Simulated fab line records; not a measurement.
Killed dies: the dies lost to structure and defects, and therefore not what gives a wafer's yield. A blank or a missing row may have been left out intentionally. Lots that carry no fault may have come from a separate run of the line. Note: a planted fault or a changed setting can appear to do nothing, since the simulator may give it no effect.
The tool behind it: which one? / flow sky130 / 33 wafers from 11 lots sampled at 6 of the route's 708 steps

== WHAT THE GAUGES SHOWED, per wafer ==
SKY_LOCAL_INTERCONNECT_RS_MEAS_01: measures by four-point-probe.
lot=L332; measured=day 29 19:08; on=filmMetro-02; LOCAL_INTERCONNECT_TIN_RS (ohm/sq)=13.69 13.74 13.66
lot=L334; measured=day 30 10:04; on=filmMetro-02; LOCAL_INTERCONNECT_TIN_RS (ohm/sq)=13.69 13.72 13.81
lot=L337; measured=day 31 18:29; on=filmMetro-04; LOCAL_INTERCONNECT_TIN_RS (ohm/sq)=13.55 13.76 13.46
lot=L339; measured=day 32 16:29; on=filmMetro-04; LOCAL_INTERCONNECT_TIN_RS (ohm/sq)=13.76 13.62 13.62
lot=L342; measured=day 33 19:04; on=filmMetro-03; LOCAL_INTERCONNECT_TIN_RS (ohm/sq)=13.64 13.53 13.47
lot=L341; measured=day 33 21:31; on=filmMetro-04; LOCAL_INTERCONNECT_TIN_RS (ohm/sq)=13.77 13.55 13.63
lot=L349; measured=day 35 17:52; on=filmMetro-04; LOCAL_INTERCONNECT_TIN_RS (ohm/sq)=13.46 13.60 13.52
lot=L350; measured=day 35 19:02; on=filmMetro-03; LOCAL_INTERCONNECT_TIN_RS (ohm/sq)=13.62 13.66 13.81
lot=L351; measured=day 35 23:05; on=filmMetro-04; LOCAL_INTERCONNECT_TIN_RS (ohm/sq)=- - -
lot=L352; measured=day 36 08:53; on=filmMetro-03; LOCAL_INTERCONNECT_TIN_RS (ohm/sq)=- - -
lot=L353; measured=day 36 16:30; on=filmMetro-02; LOCAL_INTERCONNECT_TIN_RS (ohm/sq)=13.54 13.51 13.83

SKY_LOCAL_INTERCONNECT_THK_MEAS_02: measures by xrf.
lot=L332; measured=day 29 19:16; on=filmMetro-02; LOCAL_INTERCONNECT_TIN_THK (nm)=104.0 103.3 103.5
lot=L334; measured=day 30 10:11; on=filmMetro-02; LOCAL_INTERCONNECT_TIN_THK (nm)=103.8 104.3 103.6
lot=L337; measured=day 31 18:36; on=filmMetro-04; LOCAL_INTERCONNECT_TIN_THK (nm)=104.5 103.0 105.1
lot=L339; measured=day 32 16:37; on=filmMetro-04; LOCAL_INTERCONNECT_TIN_THK (nm)=102.6 103.7 103.8
lot=L342; measured=day 33 19:11; on=filmMetro-03; LOCAL_INTERCONNECT_TIN_THK (nm)=104.1 104.5 105.2
lot=L341; measured=day 33 21:38; on=filmMetro-04; LOCAL_INTERCONNECT_TIN_THK (nm)=102.6 104.3 104.0
lot=L349; measured=day 35 17:59; on=filmMetro-04; LOCAL_INTERCONNECT_TIN_THK (nm)=105.1 104.1 105.2
lot=L350; measured=day 35 19:07; on=filmMetro-03; LOCAL_INTERCONNECT_TIN_THK (nm)=104.9 105.0 103.3
lot=L351; measured=day 35 23:12; on=filmMetro-04; LOCAL_INTERCONNECT_TIN_THK (nm)=<0.0 <0.0 <0.0
lot=L352; measured=day 36 09:01; on=filmMetro-03; LOCAL_INTERCONNECT_TIN_THK (nm)=<0.0 <0.0 <0.0
lot=L353; measured=day 36 16:36; on=filmMetro-02; LOCAL_INTERCONNECT_TIN_THK (nm)=105.5 105.6 102.6

SKY_METAL3_OVL_MEAS_14.
lot=L332; measured=day 39 00:34; on=overlay-02; METAL3_OVL (nm)=-2 3 -4
lot=L334; measured=day 39 14:51; on=overlay-01; METAL3_OVL (nm)=-2 -4 0
lot=L337; measured=day 40 21:19; on=overlay-01; METAL3_OVL (nm)=-2 -13 -6
lot=L339; measured=day 41 16:43; on=overlay-01; METAL3_OVL (nm)=-8 -15 -13
lot=L342; measured=day 42 17:16; on=overlay-01; METAL3_OVL (nm)=-1 -1 -5
lot=L341; measured=day 42 19:55; on=overlay-01; METAL3_OVL (nm)=-7 -5 -4
lot=L349; measured=day 44 08:22; on=overlay-01; METAL3_OVL (nm)=3 1 2
lot=L350; measured=day 44 09:20; on=overlay-02; METAL3_OVL (nm)=8 0 7
lot=L353; measured=day 45 04:34; on=overlay-02; METAL3_OVL (nm)=-6 5 -4

== TOOL THAT RAN EACH LOT (tool first, then ch and the chambers of the sampled wafers, then the start) ==
lot=L332; SKY_LOCAL_INTERCONNECT_SPUTTER_00=pvdSputter-01, day 29 19:05; SKY_METAL1_STRIP_20=plasmaAsher-04 ch 0,1, day 33 08:38; SKY_VIA1_ETCH_15=rieDiel-01 ch 0,1,3, day 34 12:08
lot=L334; SKY_LOCAL_INTERCONNECT_SPUTTER_00=pvdSputter-01, day 30 10:00; SKY_METAL1_STRIP_20=plasmaAsher-01 ch 0,1, day 33 23:11; SKY_VIA1_ETCH_15=rieDiel-02 ch 1,2, day 35 03:11
lot=L337; SKY_LOCAL_INTERCONNECT_SPUTTER_00=pvdSputter-04, day 31 18:25; SKY_METAL1_STRIP_20=plasmaAsher-04 ch 0,1, day 35 06:44; SKY_VIA1_ETCH_15=rieDiel-01 ch 0,1,2, day 36 10:22
lot=L339; SKY_LOCAL_INTERCONNECT_SPUTTER_00=pvdSputter-02, day 32 16:26; SKY_METAL1_STRIP_20=plasmaAsher-01 ch 0,1, day 36 04:50; SKY_VIA1_ETCH_15=rieDiel-02 ch 1,2,3, day 37 08:28
lot=L342; SKY_LOCAL_INTERCONNECT_SPUTTER_00=pvdSputter-01, day 33 19:01; SKY_METAL1_STRIP_20=plasmaAsher-03 ch 0,1, day 37 05:44; SKY_VIA1_ETCH_15=rieDiel-02 ch 1,2,3, day 38 08:53
lot=L341; SKY_LOCAL_INTERCONNECT_SPUTTER_00=pvdSputter-01, day 33 21:28; SKY_METAL1_STRIP_20=plasmaAsher-04 ch 1, day 37 09:08; SKY_VIA1_ETCH_15=rieDiel-02 ch 1,2,3, day 38 12:32
lot=L349; SKY_LOCAL_INTERCONNECT_SPUTTER_00=pvdSputter-01, day 35 17:49; SKY_METAL1_STRIP_20=plasmaAsher-01 ch 0,1, day 39 02:17; SKY_VIA1_ETCH_15=rieDiel-04 ch 0,1,3, day 40 03:53
lot=L350; SKY_LOCAL_INTERCONNECT_SPUTTER_00=pvdSputter-01, day 35 18:55; SKY_METAL1_STRIP_20=plasmaAsher-03 ch 0,1, day 39 03:28; SKY_VIA1_ETCH_15=rieDiel-01 ch 0,3, day 40 05:56
lot=L351; SKY_LOCAL_INTERCONNECT_SPUTTER_00=pvdSputter-04, day 35 23:01; SKY_METAL1_STRIP_20=-; SKY_VIA1_ETCH_15=-
lot=L352; SKY_LOCAL_INTERCONNECT_SPUTTER_00=pvdSputter-01, day 36 08:50; SKY_METAL1_STRIP_20=-; SKY_VIA1_ETCH_15=-
lot=L353; SKY_LOCAL_INTERCONNECT_SPUTTER_00=pvdSputter-04, day 36 16:23; SKY_METAL1_STRIP_20=plasmaAsher-01 ch 0,1, day 40 01:10; SKY_VIA1_ETCH_15=rieDiel-04 ch 0,2,3, day 41 03:38
- SKY_LOCAL_INTERCONNECT_SPUTTER_00: material TiN, target thk 100 nm, time 83.3 s.
- SKY_METAL1_STRIP_20: strips in O2/N2.
- SKY_VIA1_ETCH_15: etches SiO2 in C4F8/O2/Ar, stops on TiN, target depth 351 nm, time 54 s.

== WHAT THE TOOLS THEMSELVES READ (means of the sampled wafers that have a number; where no wafer has one, the mark that the record gives instead) ==
SKY_LOCAL_INTERCONNECT_SPUTTER_00.
lot=L332; tool=pvdSputter-01; cathodeDcPowerW (W)=6720.9; chamberPressurePa (Pa)=0.3997; substrateTempC (C)=300.00; throttleValvePct (%)=29.2
lot=L334; tool=pvdSputter-01; cathodeDcPowerW (W)=6722.6; chamberPressurePa (Pa)=0.3995; substrateTempC (C)=299.90; throttleValvePct (%)=29.2
lot=L337; tool=pvdSputter-04; cathodeDcPowerW (W)=6721.3; chamberPressurePa (Pa)=0.4000; substrateTempC (C)=300.08; throttleValvePct (%)=29.2
lot=L339; tool=pvdSputter-02; cathodeDcPowerW (W)=6722.3; chamberPressurePa (Pa)=0.3991; substrateTempC (C)=300.14; throttleValvePct (%)=30.3
lot=L342; tool=pvdSputter-01; cathodeDcPowerW (W)=6720.7; chamberPressurePa (Pa)=0.4005; substrateTempC (C)=300.16; throttleValvePct (%)=29.1
lot=L341; tool=pvdSputter-01; cathodeDcPowerW (W)=6721.7; chamberPressurePa (Pa)=0.3993; substrateTempC (C)=300.10; throttleValvePct (%)=28.4
lot=L349; tool=pvdSputter-01; cathodeDcPowerW (W)=6722.1; chamberPressurePa (Pa)=0.4003; substrateTempC (C)=299.96; throttleValvePct (%)=28.5
lot=L350; tool=pvdSputter-01; cathodeDcPowerW (W)=6722.2; chamberPressurePa (Pa)=0.3993; substrateTempC (C)=299.92; throttleValvePct (%)=29.5
lot=L351; tool=pvdSputter-04; cathodeDcPowerW (W)=-; chamberPressurePa (Pa)=-; substrateTempC (C)=-; throttleValvePct (%)=-
lot=L352; tool=pvdSputter-01; cathodeDcPowerW (W)=-; chamberPressurePa (Pa)=-; substrateTempC (C)=-; throttleValvePct (%)=-
lot=L353; tool=pvdSputter-04; cathodeDcPowerW (W)=6721.5; chamberPressurePa (Pa)=0.4002; substrateTempC (C)=300.30; throttleValvePct (%)=30.5

SKY_METAL1_STRIP_20.
lot=L332; tool=plasmaAsher-04; drypumpMotorCurrentA (A)=5.3; oesProductAu (a.u.)=0.342; stripTimeToEndpointS (s)=2.67
lot=L334; tool=plasmaAsher-01; drypumpMotorCurrentA (A)=5.5; oesProductAu (a.u.)=0.338; stripTimeToEndpointS (s)=2.63
lot=L337; tool=plasmaAsher-04; drypumpMotorCurrentA (A)=5.2; oesProductAu (a.u.)=0.341; stripTimeToEndpointS (s)=2.62
lot=L339; tool=plasmaAsher-01; drypumpMotorCurrentA (A)=5.5; oesProductAu (a.u.)=0.343; stripTimeToEndpointS (s)=2.64
lot=L342; tool=plasmaAsher-03; drypumpMotorCurrentA (A)=6.0; oesProductAu (a.u.)=0.339; stripTimeToEndpointS (s)=2.63
lot=L341; tool=plasmaAsher-04; drypumpMotorCurrentA (A)=5.0; oesProductAu (a.u.)=0.342; stripTimeToEndpointS (s)=2.65
lot=L349; tool=plasmaAsher-01; drypumpMotorCurrentA (A)=5.5; oesProductAu (a.u.)=0.345; stripTimeToEndpointS (s)=2.68
lot=L350; tool=plasmaAsher-03; drypumpMotorCurrentA (A)=5.9; oesProductAu (a.u.)=0.342; stripTimeToEndpointS (s)=2.66
lot=L353; tool=plasmaAsher-01; drypumpMotorCurrentA (A)=5.5; oesProductAu (a.u.)=0.344; stripTimeToEndpointS (s)=2.73

SKY_VIA1_ETCH_15.
lot=L332; tool=rieDiel-01; oesProductAu (a.u.)=0.987
lot=L334; tool=rieDiel-02; oesProductAu (a.u.)=0.982
lot=L337; tool=rieDiel-01; oesProductAu (a.u.)=0.974
lot=L339; tool=rieDiel-02; oesProductAu (a.u.)=0.981
lot=L342; tool=rieDiel-02; oesProductAu (a.u.)=0.985
lot=L341; tool=rieDiel-02; oesProductAu (a.u.)=0.977
lot=L349; tool=rieDiel-04; oesProductAu (a.u.)=0.983
lot=L350; tool=rieDiel-01; oesProductAu (a.u.)=0.987
lot=L353; tool=rieDiel-04; oesProductAu (a.u.)=0.981

== THE ANSWER, worked out from the rows above alone ==
Rule: what is usual is taken from the lots themselves. Put in order of their means at a reading, lots are off if they are a third of the lots or fewer, leave a main group of 4 or more, and stand apart from it by a gap of 3 or more times the standard deviation of the main group's means; of several such gaps the widest counts. Not used: any main group whose means are identical at the precision the tables above print for the reading. A lot without any number at a reading at which 4 lots or more have one is off too. Any other lot the step has rows for is counted as sound. Order of review: gauges by route order, followed by the tools' own readings, for which a lot's mean as printed above is used. At the first step where some lot is off, the reading lying furthest off is the one used; lots without a number count as furthest.
Off: at SKY_LOCAL_INTERCONNECT_RS_MEAS_01 (LOCAL_INTERCONNECT_TIN_RS), L351, L352. Without a number there: L351, L352. Main group: mean 13.64 ohm/sq, sd 0.068.
If a tool, at a process step before that reading, ran all the lots that are off and no sound lot after the first of them, it fits. Not tried: the gauges at SKY_LOCAL_INTERCONNECT_RS_MEAS_01; whatever is off there is also off at SKY_LOCAL_INTERCONNECT_SPUTTER_00, on other tools, and gauge error can't account for it. Of those tried, none fits.

== WHAT WAS PUT IN BY THE SIMULATOR ==
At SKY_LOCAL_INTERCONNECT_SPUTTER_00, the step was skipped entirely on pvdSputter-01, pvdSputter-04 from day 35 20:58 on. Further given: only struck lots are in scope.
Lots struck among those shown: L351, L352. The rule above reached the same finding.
